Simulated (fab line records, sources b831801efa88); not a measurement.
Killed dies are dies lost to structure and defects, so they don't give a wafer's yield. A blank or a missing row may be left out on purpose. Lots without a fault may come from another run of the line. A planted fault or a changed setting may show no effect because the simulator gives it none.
fab line records | flow sky130
record lots=14 wafers=42 last_day=50
route steps=708 shown NWELL@78 VT_ADJUST_HVTP@95 LI_CONTACT@363 LOCAL_INTERCONNECT@387
lots that met no fault: from a run of the same line without faults
start_h: hours from the record's first day to the start of the lot's first wafer shown | wait_h: hours since the lot's step before | " the same as in the row above | L1.1+2: a row that stands for several wafers | - no value, or no start given | * or withheld: withheld | < > ~ a bound
route shown NAME@n: a module of which the file shows steps, and the number in the route of the first | usual: mean/standard deviation of fault-free wafers | same: alike in all rows | chamber/n: place in a boat | sites: the reading at each site | _std_site: their standard deviation | _edge_site: outer sites' mean less inner sites' | radius_mm: how far each site lies from the wafer's centre | mask NAME#n: copy n | behind: the tool/chamber that last shaped the wafer | hold: why the lot was held/for how many hours/how that ended | device: the transistor (n, p or np) that didn't switch | end of line: the same wafers' tests at the end of the route | a step without rows: its recipe alone | killed: dies lost to structure and defects at the first sort, not the wafer's yield | map: a wafer's dies, x killed, . not, _ none there
set.NAME: the setting as run; set.NAME@STEP: as run at that earlier step | model.NAME: the simulator's own value behind a step, which no gauge read
steps of the route over a sample of lots; a table a step, a row a wafer
services: from which hour (start_h, from the record's first day; less than 0 if before it) a tool's chamber was out of use, for how many hours, and why
## steps
# step SKY_NWELL_STRIP_25
# recipe chemistry=O2/N2 power_w=1400 pressure_mtorr=1500 platen_temp_c=withheld o2_flow_sccm=3000 n2_flow_sccm=300 overash_fraction=0.5
# usual chamber_pressure_mTorr=1500.1/1.4 drypump_motor_current_A=6.0/0.35 oes_product_au=0.722/0.0047 overash_fraction=0.5/0 strip_time_to_endpoint_s=36.93/0.09
# columns lot.wafer tool chamber start_h wait_h chamber_pressure_mTorr drypump_motor_current_A oes_product_au overash_fraction rf_hours_counter_h strip_time_to_endpoint_s
L172.4 plasma_asher-02 1 113.74 0.1 1501.1 6.3 0.726 0.5 - 36.93
L172.5 " 0 " " 1500.7 6.1 0.721 0.5 - 37.00
L172.6 " 1 " " 1499.3 6.2 0.724 0.5 - 37.04
L174.4 plasma_asher-02 1 123.09 0.1 1502.2 6.2 0.719 0.5 - 36.93
L174.5 " 1 " " 1499.9 6.2 0.727 0.5 - 36.91
L174.6 " 0 " " 1498.7 6.1 0.718 0.5 - 36.79
L175.3 plasma_asher-02 0 127.70 0.1 1501.3 6.1 0.723 0.5 - 36.85
L175.4 " 1 " " 1499.0 6.2 0.728 0.5 - 36.82
L175.6 " 1 " " 1499.1 6.2 0.721 0.5 - 36.89
L176.4 plasma_asher-03 1 133.25 0.1 - - - - - -
L176.5 " 0 " " - - - - - -
L176.6 " 1 " " - - - - - -
L177.1 plasma_asher-03 1 139.42 0.1 - - - - - -
L177.4 " 0 " " - - - - - -
L177.5 " 1 " " - - - - - -
L179.3 plasma_asher-02 1 148.55 0.1 1500.8 6.3 0.723 0.5 - 37.01
L179.5 " 1 " " 1498.3 6.3 0.717 0.5 - 37.10
L179.6 " 0 " " 1500.6 6.1 0.725 0.5 - 37.01
L184.2 plasma_asher-02 1 180.90 0.1 1498.0 6.3 0.723 0.5 36 36.89
L184.4 " 1 " " 1500.3 6.2 0.722 0.5 - 36.98
L184.6 " 1 " " 1500.1 6.3 0.723 0.5 - 36.75
L185.2 plasma_asher-03 0 185.45 0.1 1501.3 5.4 0.724 0.5 47 36.73
L185.3 " 0 " " 1498.1 5.5 0.714 0.5 - 36.77
L185.6 " 0 " " 1499.4 5.4 0.722 0.5 - 36.85
L186.2 plasma_asher-01 1 199.27 0.1 1499.8 5.6 0.723 0.5 52 36.83
L186.5 " 1 " " 1500.6 5.6 0.722 0.5 - 36.85
L186.6 " 0 " " 1497.9 6.3 0.719 0.5 - 36.92
L188.2 plasma_asher-03 0 208.70 0.1 1500.6 5.4 0.720 0.5 49 37.02
L188.3 " 0 " " 1500.1 5.5 0.720 0.5 - 36.96
L188.5 " 0 " " 1500.2 5.5 0.716 0.5 - 37.02
L189.2 plasma_asher-01 0 214.75 0.1 1498.9 6.3 0.722 0.5 53 36.95
L189.4 " 0 " " 1500.0 6.3 0.714 0.5 - 36.89
L189.5 " 0 " " 1499.7 6.3 0.717 0.5 - 36.99
L191.1 plasma_asher-01 0 224.02 0.1 1499.5 6.2 0.730 0.5 54 36.96
L191.2 " 1 " " 1499.8 5.6 0.729 0.5 54 36.80
L191.3 " 1 " " 1501.2 5.6 0.726 0.5 - 36.88
L192.1 plasma_asher-01 1 231.66 0.1 1500.7 5.6 0.723 0.5 55 36.98
L192.5 " 1 " " 1498.1 5.6 0.728 0.5 - 37.04
L192.6 " 0 " " 1500.0 6.3 0.727 0.5 - 37.10
L194.1 plasma_asher-01 1 257.45 0.1 1499.2 5.6 0.722 0.5 57 36.84
L194.4 " 0 " " 1500.7 6.3 0.719 0.5 - 36.80
L194.5 " 1 " " 1500.2 5.7 0.724 0.5 - 36.88
# step SKY_VT_ADJUST_HVTP_STRIP_10
# recipe chemistry=O2/N2 power_w=1400 pressure_mtorr=1500 platen_temp_c=withheld o2_flow_sccm=3000 n2_flow_sccm=300 overash_fraction=0.5
# usual chamber_pressure_mTorr=1499.8/1.4 drypump_motor_current_A=5.7/0.44 oes_product_au=0.716/0.0046 strip_time_to_endpoint_s=14.28/0.032
# same overash_fraction=0.5
# columns lot.wafer tool chamber start_h wait_h chamber_pressure_mTorr drypump_motor_current_A oes_product_au rf_hours_counter_h strip_time_to_endpoint_s
L172.4 plasma_asher-04 0 132.02 0.1 1497.2 5.1 0.714 - 14.28
L172.5 " 0 " " 1497.8 5.1 0.716 - 14.29
L172.6 " 1 " " 1497.6 5.6 0.713 - 14.26
L174.4 plasma_asher-04 0 140.87 0.1 1500.2 5.1 0.715 - 14.31
L174.5 " 0 " " 1500.6 5.1 0.722 - 14.28
L174.6 " 1 " " 1499.5 5.6 0.716 - 14.32
L175.3 plasma_asher-04 0 146.02 0.1 1499.1 5.1 0.717 - 14.26
L175.4 " 1 " " 1500.1 5.6 0.721 - 14.24
L175.6 " 1 " " 1501.6 5.6 0.727 - 14.25
L176.4 plasma_asher-01 1 152.77 0.1 1498.7 5.6 0.728 - 58.70
L176.5 " 1 " " 1499.5 5.6 0.732 - 58.55
L176.6 " 0 " " 1502.2 6.3 0.730 - 58.61
L177.1 plasma_asher-02 0 158.89 0.1 1500.8 6.1 0.726 34 58.90
L177.4 " 1 " " 1499.3 6.3 0.735 - 58.83
L177.5 " 1 " " 1497.7 6.2 0.730 - 58.86
L179.3 plasma_asher-01 1 169.87 0.1 1500.7 5.6 0.717 - 14.19
L179.5 " 1 " " 1497.5 5.6 0.722 - 14.19
L179.6 " 0 " " 1500.6 6.3 0.715 - 14.21
L184.2 plasma_asher-02 0 203.17 0.1 1499.3 6.1 0.702 39 14.28
L184.4 " 1 " " 1499.5 6.3 0.713 - 14.27
L184.6 " 1 " " 1500.5 6.3 0.715 - 14.27
L185.2 plasma_asher-01 1 207.09 0.1 1497.9 5.6 0.717 52 14.32
L185.3 " 0 " " 1499.4 6.3 0.713 - 14.34
L185.6 " 0 " " 1498.0 6.3 0.720 - 14.36
L186.2 plasma_asher-01 1 221.59 0.1 1498.8 5.6 0.718 54 14.28
L186.5 " 1 " " 1499.6 5.6 0.719 - 14.26
L186.6 " 0 " " 1500.9 6.3 0.718 - 14.28
L188.2 plasma_asher-04 0 231.79 0.1 1500.8 5.1 0.714 11 14.25
L188.3 " 0 " " 1500.6 5.1 0.712 - 14.30
L188.5 " 1 " " 1501.4 5.6 0.718 - 14.28
L189.2 plasma_asher-01 1 237.49 0.1 1498.7 5.6 0.716 55 14.29
L189.4 " 1 " " 1502.8 5.6 0.715 - 14.25
L189.5 " 0 " " 1499.9 6.3 0.721 - 14.25
L191.1 plasma_asher-04 1 248.27 0.1 1501.1 5.6 0.715 13 14.27
L191.2 " 0 " " 1499.6 5.1 0.715 13 14.32
L191.3 " 1 " " 1500.7 5.6 0.720 - 14.25
L192.1 plasma_asher-02 1 256.00 0.1 1500.0 6.2 0.719 44 14.27
L192.5 " 1 " " 1499.0 6.3 0.713 - 14.27
L192.6 " 0 " " 1499.5 6.1 0.715 - 14.28
L194.1 plasma_asher-01 0 283.02 0.1 1500.1 6.3 0.716 60 14.30
L194.4 " 0 " " 1499.9 6.3 0.718 - 14.24
L194.5 " 0 " " 1498.1 6.3 0.715 - 14.27
# step SKY_VT_ADJUST_HVTP_TW_MEAS_11
# usual VT_ADJUST_HVTP_TW=1362/10
# columns lot.wafer tool chamber start_h wait_h VT_ADJUST_HVTP_TW
L172.4 film_metro-01 - 132.12 0.1 1374
L172.5 " - " " 1381
L172.6 " - " " 1372
L174.4 film_metro-01 - 140.97 0.1 1384
L174.5 " - " " 1375
L174.6 " - " " 1376
L175.3 film_metro-04 - 146.11 0.1 1361
L175.4 " - " " 1355
L175.6 " - " " 1363
L176.4 film_metro-04 - 152.87 0.1 30
L176.5 " - " " 30
L176.6 " - " " 30
L177.1 film_metro-02 - 158.99 0.1 30
L177.4 " - " " 30
L177.5 " - " " 30
L179.3 film_metro-04 - 169.96 0.1 1356
L179.5 " - " " 1362
L179.6 " - " " 1367
L184.2 film_metro-04 - 203.28 0.1 1355
L184.4 " - " " 1360
L184.6 " - " " 1354
L185.2 film_metro-01 - 207.20 0.1 1370
L185.3 " - " " 1368
L185.6 " - " " 1372
L186.2 film_metro-02 - 221.70 0.1 1356
L186.5 " - " " 1350
L186.6 " - " " 1354
L188.2 film_metro-02 - 231.90 0.1 1355
L188.3 " - " " 1351
L188.5 " - " " 1356
L189.2 film_metro-04 - 237.60 0.1 1356
L189.4 " - " " 1357
L189.5 " - " " 1358
L191.1 film_metro-01 - 248.37 0.1 1361
L191.2 " - " " 1374
L191.3 " - " " 1375
L192.1 film_metro-01 - 256.10 0.1 1367
L192.5 " - " " 1370
L192.6 " - " " 1367
L194.1 film_metro-01 - 283.12 0.1 1372
L194.4 " - " " 1373
L194.5 " - " " 1371
# step SKY_LI_CONTACT_THK_MEAS_01
# recipe reads=PSG_of_LI_CONTACT_HDPCVD_00
# usual LI_CONTACT_HDPCVD_THK=943/8.9
# columns lot.wafer tool chamber start_h wait_h LI_CONTACT_HDPCVD_THK[nm]
L172.4 film_metro-02 - 657.21 0.0 956
L172.5 " - " " 961
L172.6 " - " " 951
L174.4 film_metro-01 - 674.28 0.0 951
L174.5 " - " " 959
L174.6 " - " " 954
L175.3 film_metro-04 - 706.15 0.1 946
L175.4 " - " " 945
L175.6 " - " " 942
L176.4 film_metro-01 - 707.12 0.0 950
L176.5 " - " " 941
L176.6 " - " " 948
L177.1 film_metro-04 - 707.25 0.1 962
L177.4 " - " " 947
L177.5 " - " " 954
L179.3 film_metro-04 - 714.92 0.1 943
L179.5 " - " " 944
L179.6 " - " " 945
L184.2 film_metro-04 - 757.34 0.1 937
L184.4 " - " " 933
L184.6 " - " " 928
L185.2 film_metro-02 - 758.96 0.1 941
L185.3 " - " " 937
L185.6 " - " " 944
L186.2 film_metro-04 - 779.46 0.1 952
L186.5 " - " " 944
L186.6 " - " " 947
L188.2 film_metro-01 - 793.37 0.1 946
L188.3 " - " " 943
L188.5 " - " " 949
L189.2 film_metro-02 - 798.61 0.1 947
L189.4 " - " " 945
L189.5 " - " " 945
L191.1 film_metro-01 - 806.63 0.1 943
L191.2 " - " " 936
L191.3 " - " " 937
L192.1 film_metro-02 - 814.09 0.1 938
L192.5 " - " " 946
L192.6 " - " " 937
L194.1 film_metro-04 - 841.83 0.1 949
L194.4 " - " " 936
L194.5 " - " " 940
# step SKY_LI_CONTACT_BOW_MEAS_03
# recipe mode=bow
# usual LI_CONTACT_BOW=55/7.2
# columns lot.wafer tool chamber start_h wait_h LI_CONTACT_BOW[um]
L172.4 film_metro-01 - 657.60 0.2 63
L172.5 " - " " 66
L172.6 " - " " 49
L174.4 film_metro-01 - 674.67 0.3 70
L174.5 " - " " 47
L174.6 " - " " 44
L175.3 film_metro-01 - 706.56 0.3 56
L175.4 " - " " 61
L175.6 " - " " 70
L176.4 film_metro-04 - 707.51 0.3 51
L176.5 " - " " 55
L176.6 " - " " 51
L177.1 film_metro-01 - 707.61 0.2 55
L177.4 " - " " 65
L177.5 " - " " 51
L179.3 film_metro-04 - 715.30 0.3 56
L179.5 " - " " 46
L179.6 " - " " 57
L184.2 film_metro-04 - 757.71 0.3 55
L184.4 " - " " 60
L184.6 " - " " 49
L185.2 film_metro-04 - 759.33 0.1 45
L185.3 " - " " 63
L185.6 " - " " 59
L186.2 film_metro-02 - 779.83 0.2 56
L186.5 " - " " 52
L186.6 " - " " 64
L188.2 film_metro-04 - 793.74 0.3 49
L188.3 " - " " 47
L188.5 " - " " 44
L189.2 film_metro-01 - 798.98 0.2 52
L189.4 " - " " 60
L189.5 " - " " 43
L191.1 film_metro-04 - 806.99 0.1 42
L191.2 " - " " 55
L191.3 " - " " 59
L192.1 film_metro-04 - 814.45 0.1 59
L192.5 " - " " 50
L192.6 " - " " 52
L194.1 film_metro-02 - 842.19 0.1 50
L194.4 " - " " 51
L194.5 " - " " 72
# step SKY_LOCAL_INTERCONNECT_SPUTTER_00
# recipe material=TiN target_thk_nm=100 temp_c=300 power_w=6746 time_s=83.3 chamber_pressure_pa=0.4
# usual cathode_dc_power_W=6746.0/1.2 throttle_valve_pct=30.4/1.1
# columns lot.wafer tool chamber start_h wait_h cathode_dc_power_W throttle_valve_pct
L172.4 pvd_sputter-04 - 687.48 0.2 6746.1 30.8
L172.5 " - " " 6747.9 31.0
L172.6 " - " " 6745.9 29.4
L174.4 pvd_sputter-03 - 703.90 0.1 6745.8 31.1
L174.5 " - " " 6746.9 31.5
L174.6 " - " " 6746.5 31.1
L175.3 pvd_sputter-03 - 735.98 0.1 6743.8 32.9
L175.4 " - " " 6746.1 31.5
L175.6 " - " " 6747.3 31.7
L176.4 pvd_sputter-04 - 737.15 0.2 6744.9 29.3
L176.5 " - " " 6745.9 30.6
L176.6 " - " " 6744.6 29.4
L177.1 pvd_sputter-02 - 737.28 0.1 6746.8 30.8
L177.4 " - " " 6746.5 27.9
L177.5 " - " " 6744.2 31.7
L179.3 pvd_sputter-04 - 744.05 0.2 6744.5 30.6
L179.5 " - " " 6746.5 29.2
L179.6 " - " " 6745.8 29.5
L184.2 pvd_sputter-04 - 786.73 0.2 6748.6 30.5
L184.4 " - " " 6745.5 31.0
L184.6 " - " " 6746.0 31.0
L185.2 pvd_sputter-02 - 787.08 0.2 6746.5 31.1
L185.3 " - " " 6746.2 31.9
L185.6 " - " " 6744.7 28.0
L186.2 pvd_sputter-04 - 807.85 0.1 6745.7 29.3
L186.5 " - " " 6745.3 30.6
L186.6 " - " " 6745.4 29.5
L188.2 pvd_sputter-04 - 821.50 0.2 6746.3 29.3
L188.3 " - " " 6746.1 29.6
L188.5 " - " " 6746.8 29.0
L189.2 pvd_sputter-04 - 827.05 0.1 6746.6 31.2
L189.4 " - " " 6746.9 29.4
L189.5 " - " " 6744.8 29.4
L191.1 pvd_sputter-02 - 834.75 0.2 6746.5 30.2
L191.2 " - " " 6747.9 28.2
L191.3 " - " " 6747.6 31.4
L192.1 pvd_sputter-03 - 842.06 0.2 6743.5 31.4
L192.5 " - " " 6744.5 32.7
L192.6 " - " " 6745.5 31.3
L194.1 pvd_sputter-04 - 868.70 0.2 6745.7 29.5
L194.4 " - " " 6745.7 29.3
L194.5 " - " " 6745.1 30.7
## services
# columns tool chamber start_h hours kind
plasma_asher-01 - 95.98 0.7 repair
plasma_asher-04 - 108.75 9.0 pm
plasma_asher-04 - 133.37 2.8 pm
plasma_asher-01 - 172.80 12.2 repair
pvd_sputter-04 - 179.94 21.4 repair
plasma_asher-02 - 241.67 2.8 pm
plasma_asher-04 - 259.26 4.3 repair
plasma_asher-02 - 276.93 1.6 repair
plasma_asher-02 - 283.88 7.5 repair
plasma_asher-03 - 312.53 0.6 repair
plasma_asher-04 - 348.37 1.6 repair
plasma_asher-03 - 372.71 4.4 repair
plasma_asher-01 - 421.25 9.0 pm
plasma_asher-02 - 425.63 6.0 repair
plasma_asher-04 - 580.10 2.1 repair
plasma_asher-04 - 655.07 10.0 repair
pvd_sputter-04 - 669.12 4.0 repair
plasma_asher-01 - 671.22 15.6 pm
pvd_sputter-04 - 683.31 1.7 repair
plasma_asher-04 - 733.73 3.3 repair
pvd_sputter-04 - 758.18 18.6 repair
plasma_asher-02 - 790.70 1.5 repair
plasma_asher-04 - 820.76 11.2 pm
pvd_sputter-04 - 861.83 0.6 repair
## key
first_sign step=SKY_NWELL_STRIP_25 reading=tool_record direction=missing
effect step=SKY_VT_ADJUST_HVTP_STRIP_10 reading=strip_time_to_endpoint_s direction=up sigmas=99+ usual=* struck=*
effect step=SKY_VT_ADJUST_HVTP_TW_MEAS_11 reading=VT_ADJUST_HVTP_TW direction=down sigmas=99+ usual=1362 struck=30
met_at SKY_NWELL_STRIP_25
struck_lots L176,L177
sort_left_out L176.4,L176.5,L176.6,L177.1,L177.4,L177.5
tester_left_out L176,L177
not_acting_at SKY_LI_CONTACT_THK_MEAS_01,SKY_LI_CONTACT_BOW_MEAS_03,SKY_LOCAL_INTERCONNECT_SPUTTER_00
fault kind=skipped_step_whole tool=plasma_asher-03 chamber=- onset_h=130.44 steps=SKY_NWELL_STRIP_25 scope=struck_lots_only
# tester_left_out: of these lots the tester's yield and bins aren't shown, on N5 and GAA mostly nor the transistor test; their killed dies are dies lost to structure and defects alone, not to doping, threshold or leakage, so they don't give the yield
# sort_left_out: the simulated sort isn't trusted on such a fault, so these wafers' sort isn't shown, and their yield isn't known
